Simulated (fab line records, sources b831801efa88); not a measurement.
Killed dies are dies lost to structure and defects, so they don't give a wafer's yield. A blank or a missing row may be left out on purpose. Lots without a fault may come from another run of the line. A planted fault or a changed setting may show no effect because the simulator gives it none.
Tool commonality check | flow gf180mcu | 12 lots, 36 wafers sampled

WHY IT WAS OPENED
At GF_HV_LDD_THK_MEAS_57 the reading HV_LDD_CVD_56_THK is flagged on 2 of 12 lots. Wafers without a fault read 90.5 nm, standard deviation 1.1.
Rule: a lot is flagged when every wafer of it that has a number lies more than 4 standard deviations from that mean, or none has a number. The other lots count as sound.

lot  | measured     | on            | HV_LDD_CVD_56_THK (nm), wafer by wafer | flag
L248 | day 15 01:59 | film_metro-03 | 69.5 69.0 70.4                         | FLAGGED
L250 | day 15 10:19 | film_metro-04 | 72.1 81.7 83.7                         | FLAGGED
L251 | day 16 13:00 | film_metro-04 | 90.4 91.9 91.2                         |
L254 | day 17 02:05 | film_metro-04 | 92.0 92.7 92.1                         |
L256 | day 17 22:20 | film_metro-04 | 89.7 89.2 89.6                         |
L255 | day 18 03:25 | film_metro-03 | 90.0 89.9 89.8                         |
L258 | day 18 09:58 | film_metro-02 | 92.5 92.1 93.5                         |
L257 | day 18 11:23 | film_metro-04 | 91.4 91.3 90.9                         |
L261 | day 19 00:29 | film_metro-02 | 89.1 88.4 89.2                         |
L260 | day 19 06:59 | film_metro-04 | 91.0 90.6 90.1                         |
L262 | day 19 15:32 | film_metro-04 | 90.7 91.4 90.5                         |
L263 | day 19 21:21 | film_metro-02 | 89.7 90.0 90.0                         |
The numbers of the flagged lots are 74.4 nm on average: -16.1 nm against the usual, or -15 standard deviations.

WHICH TOOL RAN EACH LOT
The record holds 1 process step before the reading, out of a route of 602 steps. In each cell: the tool, then ch and the chambers that the sampled wafers went through, then the start.
lot  | flag    | GF_HV_LDD_CVD_56
L248 | FLAGGED | lpcvd-02 ch 1, day 15 00:33
L250 | FLAGGED | lpcvd-02 ch 1, day 15 08:53
L251 |         | lpcvd-01 ch 0, day 16 10:52
L254 |         | lpcvd-01 ch 0, day 17 00:40
L256 |         | lpcvd-02 ch 0, day 17 20:55
L255 |         | lpcvd-02 ch 1, day 18 01:58
L258 |         | lpcvd-01 ch 0, day 18 08:31
L257 |         | lpcvd-01 ch 0, day 18 09:57
L261 |         | lpcvd-02 ch 0, day 18 23:04
L260 |         | lpcvd-01 ch 0, day 19 05:34
L262 |         | lpcvd-02 ch 1, day 19 14:06
L263 |         | lpcvd-02 ch 1, day 19 19:55
What these steps do:
- GF_HV_LDD_CVD_56: deposits Si3N4 from DCS/NH3, target thk 90 nm, time 1543 s.
- GF_HV_LDD_THK_MEAS_57

FLAGGED OVER TOTAL, TOOL BY TOOL (the gauges that took the reading come last)
step                  | tool          | lots run | flagged | share of the flagged lots | sound lots run after its first flagged lot
GF_HV_LDD_CVD_56      | lpcvd-01      | 5        | 0       | none                      | -
GF_HV_LDD_CVD_56      | lpcvd-02      | 7        | 2       | all                       | 5 (L256,L255,L261,L262,L263)
GF_HV_LDD_THK_MEAS_57 | film_metro-02 | 3        | 0       | none                      | -
GF_HV_LDD_THK_MEAS_57 | film_metro-03 | 2        | 1       | some                      | 1 (L255)
GF_HV_LDD_THK_MEAS_57 | film_metro-04 | 7        | 1       | some                      | 6 (L251,L254,L256,L257,L260,L262)

WHAT THE TABLE ALLOWS
1 row of the table ran every flagged lot: lpcvd-02 at GF_HV_LDD_CVD_56.
- lpcvd-02 at GF_HV_LDD_CVD_56: 2 of its 7 lots flagged. Sound lots ran on it after the first flagged one (L256, L255, L261, L262, L263), which a lasting fault on the whole tool wouldn't allow. Its own readings lie more than 4 standard deviations out on every wafer of the flagged lots: spike_tc_centre_C, zone_power_centre_pct, zone_power_lower_pct, zone_power_upper_pct.
No row of the table ran every flagged lot and no sound lot after the first.

WHAT THE SIMULATOR HAD PUT IN
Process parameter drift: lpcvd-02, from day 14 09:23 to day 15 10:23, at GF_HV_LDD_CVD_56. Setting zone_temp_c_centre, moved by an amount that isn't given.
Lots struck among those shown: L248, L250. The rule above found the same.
